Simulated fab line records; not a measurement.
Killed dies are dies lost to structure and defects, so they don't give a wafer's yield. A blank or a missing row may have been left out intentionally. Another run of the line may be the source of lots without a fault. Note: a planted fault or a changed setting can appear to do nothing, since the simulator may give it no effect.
A sampling plan put to the test -- flow sky130 -- one fab line, 15 faults that these records tell of, each judged on the records of the lots that it struck
The plan consists of the line's own looks: route steps at which the wafer is read by a gauge or an inspection but not changed. Where struck wafers have a number at a look and the file lists that look's usual mean and standard deviation on fault-free wafers, the look can be judged. Caught: 4 or more of those standard deviations (sigma) separate the usual mean from the mean of the struck wafers at a look after the fault's first step. On the tool: the test repeated on the tool's own readings taken at the fault's steps. A different recipe on the struck wafers counts as caught too, as does a record blank only for those wafers.

## THE FAULTS, as the simulator had put them in
1. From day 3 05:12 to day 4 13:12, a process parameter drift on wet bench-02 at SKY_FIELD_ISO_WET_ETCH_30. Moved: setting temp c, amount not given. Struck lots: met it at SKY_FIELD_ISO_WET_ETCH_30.
2. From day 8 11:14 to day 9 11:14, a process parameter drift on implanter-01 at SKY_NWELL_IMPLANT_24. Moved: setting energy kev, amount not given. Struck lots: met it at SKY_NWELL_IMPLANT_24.
3. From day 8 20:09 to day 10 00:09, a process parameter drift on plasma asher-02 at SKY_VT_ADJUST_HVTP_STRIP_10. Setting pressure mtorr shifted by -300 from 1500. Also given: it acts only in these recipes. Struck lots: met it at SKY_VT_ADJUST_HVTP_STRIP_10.
4. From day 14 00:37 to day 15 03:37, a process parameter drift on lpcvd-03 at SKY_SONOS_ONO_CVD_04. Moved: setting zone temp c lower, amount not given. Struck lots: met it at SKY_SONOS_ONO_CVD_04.
5. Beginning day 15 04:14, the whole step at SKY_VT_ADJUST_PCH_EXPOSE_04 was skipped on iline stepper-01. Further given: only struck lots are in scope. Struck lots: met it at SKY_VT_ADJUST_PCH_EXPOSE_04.
6. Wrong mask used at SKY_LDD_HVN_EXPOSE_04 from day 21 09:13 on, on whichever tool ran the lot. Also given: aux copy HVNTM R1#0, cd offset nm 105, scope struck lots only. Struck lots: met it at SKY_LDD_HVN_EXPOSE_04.
7. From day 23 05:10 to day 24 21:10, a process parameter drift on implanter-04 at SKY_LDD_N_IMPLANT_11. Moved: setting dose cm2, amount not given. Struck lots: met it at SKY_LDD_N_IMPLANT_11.
8. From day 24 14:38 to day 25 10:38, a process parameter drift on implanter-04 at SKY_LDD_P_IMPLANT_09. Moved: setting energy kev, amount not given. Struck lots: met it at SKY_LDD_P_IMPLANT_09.
9. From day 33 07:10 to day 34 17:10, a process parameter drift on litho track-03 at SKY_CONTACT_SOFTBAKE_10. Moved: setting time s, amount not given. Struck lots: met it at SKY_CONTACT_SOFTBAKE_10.
10. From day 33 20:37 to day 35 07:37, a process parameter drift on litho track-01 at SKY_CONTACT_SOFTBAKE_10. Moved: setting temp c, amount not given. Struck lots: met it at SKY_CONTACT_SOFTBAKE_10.
11. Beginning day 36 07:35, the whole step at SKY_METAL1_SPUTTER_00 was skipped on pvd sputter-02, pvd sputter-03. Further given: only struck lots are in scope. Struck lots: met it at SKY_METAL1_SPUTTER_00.
12. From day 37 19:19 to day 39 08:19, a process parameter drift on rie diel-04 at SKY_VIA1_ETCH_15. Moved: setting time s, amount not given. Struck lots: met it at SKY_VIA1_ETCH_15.
13. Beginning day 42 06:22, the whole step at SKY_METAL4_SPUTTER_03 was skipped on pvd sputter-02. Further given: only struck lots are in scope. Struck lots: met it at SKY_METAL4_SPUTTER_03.
14. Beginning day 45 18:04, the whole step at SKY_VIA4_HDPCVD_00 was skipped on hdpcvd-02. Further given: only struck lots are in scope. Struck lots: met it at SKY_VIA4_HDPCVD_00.
15. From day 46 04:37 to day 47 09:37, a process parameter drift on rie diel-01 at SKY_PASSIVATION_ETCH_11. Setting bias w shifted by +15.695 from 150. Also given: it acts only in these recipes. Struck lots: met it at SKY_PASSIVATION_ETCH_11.

## WHAT THE PLAN SAW
fault,on the tool itself,first look that catches it,"reading, sigma",median hours from its first step to that look,hours from the fault's start to the first struck lot there,judged looks passed uncaught
1,temp c +99 or beyond sigma,not the one look that can be judged after it,-,-,-,1
2,beam energy keV -99 or beyond sigma,none of the 2 looks that can be judged after it,-,-,-,2
3,chamber pressure mTorr -99 or beyond sigma,none of the 2 looks that can be judged after it,-,-,-,2
4,spike tc lower C +35 sigma,no look after it can be judged,-,-,-,0
5,no reading that can be judged,no look after it can be judged,-,-,-,0
6,under 2 sigma,not the one look that can be judged after it,-,-,-,1
7,dose ions cm2 -99 or beyond sigma,not the one look that can be judged after it,-,-,-,1
8,beam energy keV +99 or beyond sigma,not the one look that can be judged after it,-,-,-,1
9,run length s +75 sigma,no look after it can be judged,-,-,-,0
10,plate temp C +23 sigma,no look after it can be judged,-,-,-,0
11,the tool's record is blank for the struck wafers,not the one look that can be judged after it,-,-,-,1
12,run length s +7.2 sigma,no look after it can be judged,-,-,-,0
13,the tool's record is blank for the struck wafers,no look after it can be judged,-,-,-,0
14,the tool's record is blank for the struck wafers,no look after it can be judged,-,-,-,0
15,bias w +36 sigma,no look after it can be judged,-,-,-,0
A dash: the fault isn't caught, or these records don't give the number.

Caught at a look: 0 of 15. Caught on the tool: 13 of 15. By one or the other: 13 of 15.
Faults 1, 2, 3, 4, 7, 8, 9, 10, 11, 12, 13, 14, 15 were caught on the tool alone.
Caught by neither: faults 5, 6.
